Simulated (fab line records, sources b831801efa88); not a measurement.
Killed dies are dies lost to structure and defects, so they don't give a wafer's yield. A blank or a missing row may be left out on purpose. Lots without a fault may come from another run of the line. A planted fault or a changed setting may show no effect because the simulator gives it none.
Tool commonality check | flow sky130 | 11 lots, 33 wafers sampled

WHY IT WAS OPENED
At SKY_POLY_GATE_THK_MEAS_01 the reading POLY_GATE_CVD_00_THK is flagged on 2 of 11 lots. Wafers without a fault read 180.2 nm, standard deviation 1.7.
Rule: a lot is flagged when every wafer of it that has a number lies more than 4 standard deviations from that mean, or none has a number. The other lots count as sound.

lot  | measured     | on            | POLY_GATE_CVD_00_THK (nm), wafer by wafer | flag
L575 | day 13 16:29 | film_metro-04 | 179.6 180.1 180.3                         |
L576 | day 14 00:50 | film_metro-02 | 182.6 180.9 182.3                         |
L577 | day 14 11:23 | film_metro-02 | 179.8 180.3 179.7                         |
L578 | day 14 19:43 | film_metro-04 | 179.9 181.5 181.6                         |
L580 | day 16 04:17 | film_metro-02 | 181.4 183.2 182.2                         |
L581 | day 16 04:17 | film_metro-01 | 179.3 179.7 177.3                         |
L582 | day 16 09:22 | film_metro-04 | 180.9 180.1 179.2                         |
L583 | day 16 16:19 | film_metro-02 | 178.4 178.4 178.8                         |
L588 | day 18 10:45 | film_metro-02 | 182.7 183.0 182.0                         |
L593 | day 20 02:07 | film_metro-01 | 97.6 98.0 97.8                            | FLAGGED
L594 | day 21 01:53 | film_metro-02 | 96.1 95.5 97.4                            | FLAGGED
The numbers of the flagged lots are 97.1 nm on average: -83.1 nm against the usual, or -49 standard deviations.

WHICH TOOL RAN EACH LOT
The record holds 1 process step before the reading, out of a route of 708 steps. In each cell: the tool, then ch and the chambers that the sampled wafers went through, then the start.
lot  | flag    | SKY_POLY_GATE_CVD_00
L575 |         | lpcvd-01 ch 1, day 13 15:17
L576 |         | lpcvd-01 ch 0, day 13 23:38
L577 |         | lpcvd-01 ch 1, day 14 10:11
L578 |         | lpcvd-01 ch 1, day 14 18:31
L580 |         | lpcvd-01 ch 1, day 16 03:05
L581 |         | lpcvd-01 ch 0, day 16 03:05
L582 |         | lpcvd-01 ch 0, day 16 08:10
L583 |         | lpcvd-01 ch 0, day 16 15:07
L588 |         | lpcvd-01 ch 0, day 18 09:33
L593 | FLAGGED | lpcvd-01 ch 1, day 20 00:54
L594 | FLAGGED | lpcvd-01 ch 0, day 21 00:41
What these steps do:
- SKY_POLY_GATE_CVD_00: deposits poly-Si, target thk 180 nm, time 720 s.
- SKY_POLY_GATE_THK_MEAS_01

FLAGGED OVER TOTAL, TOOL BY TOOL (the gauges that took the reading come last)
step                      | tool          | lots run | flagged | share of the flagged lots | sound lots run after its first flagged lot
SKY_POLY_GATE_CVD_00      | lpcvd-01      | 11       | 2       | all                       | 0
SKY_POLY_GATE_THK_MEAS_01 | film_metro-01 | 2        | 1       | some                      | 0
SKY_POLY_GATE_THK_MEAS_01 | film_metro-02 | 6        | 1       | some                      | 0
SKY_POLY_GATE_THK_MEAS_01 | film_metro-04 | 3        | 0       | none                      | -

WHAT THE TABLE ALLOWS
1 row of the table ran every flagged lot: lpcvd-01 at SKY_POLY_GATE_CVD_00.
- lpcvd-01 at SKY_POLY_GATE_CVD_00: 2 of its 11 lots flagged. Its last sound lot is L588 (day 18 09:33), its first flagged lot L593 (day 20 00:54): a fault that began between those two fits.
One tool is left: lpcvd-01 at SKY_POLY_GATE_CVD_00.

WHAT THE SIMULATOR HAD PUT IN
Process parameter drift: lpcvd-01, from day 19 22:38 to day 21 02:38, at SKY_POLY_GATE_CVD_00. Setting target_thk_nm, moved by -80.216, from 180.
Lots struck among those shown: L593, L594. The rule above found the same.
